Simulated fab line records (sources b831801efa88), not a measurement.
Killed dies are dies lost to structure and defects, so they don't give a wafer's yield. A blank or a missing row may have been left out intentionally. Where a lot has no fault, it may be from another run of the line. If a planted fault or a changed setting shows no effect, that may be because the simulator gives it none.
A lot that was struck, set against a sound lot | flow sky130 | 21 out of 708 route steps
Sound: these wafers, L238.2, L238.3, L238.4. Wafers struck: L251.2, L251.3, L251.6. The cause is given at the end.
For every step that has rows: the tool of each side, followed by ch and its chambers, followed by its first start. Under that, the readings that differ: sound wafers | struck wafers | difference of the means | sigmas: that difference in standard deviations of wafers without a fault.
alike: words and numbers the same on both sides, and readings whose means are apart by under 2 such deviations; not compared: readings that were withheld, readings missing a value for some wafer, numbers with overlapping values and no deviation given by the record, and bounds like >300 which may hide the same value.
Wherever a step has rows on one side only, a row that says differs or no value, or a row with sigmas, the two part there. Numbers that don't overlap but have no deviation are shown without sigmas and don't part them. A reading missing from all wafers of one side parts the sides only when that side holds two or more wafers.

first, 1 step without rows for these wafers: SKY_RES_XHIGH_IMPLANT_07.
SKY_RES_XHIGH_STRIP_08: strips in O2/N2.
  sound on plasma_asher-01 ch 0,1, day 28 22:50; struck on plasma_asher-02 ch 0, day 32 16:40
  alike: chamber_pressure_mTorr, drypump_motor_current_A, o2_flow_sccm, oes_product_au, strip_time_to_endpoint_s
  not compared: rf_hours_counter_h
SKY_RES_XHIGH_TW_MEAS_09:
  sound on film_metro-02, day 28 22:56; struck on film_metro-03, day 32 16:46
  alike: RES_XHIGH_TW
then, 7 steps without rows for these wafers: SKY_SD_N_DEHYDRATE_00 (time 60 s); SKY_SD_N_HMDS_01 (prime time 60 s); SKY_SD_N_COAT_02 (resist thk 1140 nm); SKY_SD_N_SOFTBAKE_03 (time 60 s); SKY_SD_N_EXPOSE_04 (exposes mask NSDM, target cd 380 nm); SKY_SD_N_PEB_05; SKY_SD_N_DEVELOP_06 (develop time 60 s).
SKY_SD_N_CD_MEAS_07: the cd target is 380 nm.
  sound on cd_sem-02, day 30 02:56; struck on cd_sem-01, day 33 19:22
  alike: cd_nm
SKY_SD_N_OVL_MEAS_08:
  sound on overlay-02, day 30 03:02; struck on overlay-01, day 33 19:28
  alike: SD_N_OVL
SKY_SD_N_IMPLANT_09:
  sound on implanter-01 ch 0, day 30 03:05; struck on implanter-01 ch 0, day 33 19:31
  reading            | sound             | struck            | difference | sigmas
  beam_on_s (s)      | 19.6 19.2 20.0    | 15.0 15.7 15.6    | -4.2       | -7
  faraday_current_uA | 11249 11388 10964 | 14687 13931 14075 | +3031      | +9
  alike: dose_ions_cm2
following that, these wafers have no rows for 1 step: SKY_SD_N_IMPLANT_10.
SKY_SD_N_STRIP_11: strips in O2/N2.
  sound on plasma_asher-02 ch 0,1, day 30 03:22; struck on plasma_asher-02 ch 0,1, day 33 19:47
  reading                      | sound             | struck            | difference | sigmas
  oes_product_au (a.u.)        | 0.525 0.529 0.520 | 0.540 0.543 0.540 | +0.016     | +4
  strip_time_to_endpoint_s (s) | 22.57 22.57 22.56 | 21.52 21.55 21.56 | -1.02      | -23
  alike: chamber_pressure_mTorr, drypump_motor_current_A, o2_flow_sccm
  not compared: rf_hours_counter_h
SKY_SD_N_TW_MEAS_12:
  sound on film_metro-03, day 30 03:28; struck on film_metro-03, day 33 19:54
  alike: SD_N_TW
then, 1 step without rows for these wafers: SKY_SD_N_CLEAN_13 (cleans in SC1/SC2, time 150 s).
SKY_SD_N_RTA_14: time 2 s.
  sound on rtp_anneal-01 ch 0, day 30 03:35; struck on rtp_anneal-02 ch 0, day 33 20:01
  alike: anneal_temp_c_max, lamp_power_pct, wafer_temp_C_max
SKY_SD_N_RS_MEAS_16: measures by four-point-probe.
  sound on film_metro-02, day 30 03:46; struck on film_metro-04, day 33 20:12
  reading          | sound             | struck            | difference | sigmas
  SD_N_RS (ohm/sq) | 68.29 68.39 68.47 | 70.96 70.99 70.88 | +2.56      | +26
SKY_SD_N_RS_MEAS_17: measures by four-point-probe.
  sound on film_metro-02, day 30 03:53; struck on film_metro-04, day 33 20:19
  alike: SD_P_RS
-- a jump in the record: the struck wafers' starts before and after are 16 days apart (it breaks off in module SD_N and resumes in module PAD_OPEN, where the first step shown is number 708 of the route) --
SKY_PAD_OPEN_PROBE_99:
  sound on prober-02, day 47 13:26; struck on prober-02, day 50 01:01
  reading                                 | sound             | struck            | difference | sigmas
  model.etest.res_ndiff.line_ohm_um       | 772.1 763.4 770.5 | 801.6 804.8 804.6 | +35.0      |
  model.etest.sonos_uncharged.r_on_ohm_um | 824.8 819.5 833   | 852.6 834.9 840.8 | +17.0      |
  model.etest.licon_ndiff.rc_ohm          | 185.5 179.3 177.3 | 199.2 195.1 203   | +18.4      |
  model.etest.res_ndiff_hv.rs_ohm_sq      | 115.1 115.2 116   | 121.3 120.3 120.9 | +5.4       |
  model.etest.res_ndiff.rs_ohm_sq         | 121.5 122.2 122.7 | 126.2 126.8 127.5 | +4.7       |
  alike: killed_at_M0_to_M3, killed_at_M4_up, killed_at_contacts, killed_at_front_end, killed_at_other, killed_dies, killed_open, killed_short

WHERE THEY PART
Earliest at SKY_SD_N_IMPLANT_09; latest, in this record, at SKY_SD_N_RS_MEAS_16. Later steps at which nothing parts them and some readings are alike: SKY_SD_N_RS_MEAS_17, SKY_PAD_OPEN_PROBE_99.

WHY: what the simulator had put in
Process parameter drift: implanter-01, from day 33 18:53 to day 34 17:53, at SKY_SD_N_IMPLANT_09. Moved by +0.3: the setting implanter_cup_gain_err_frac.
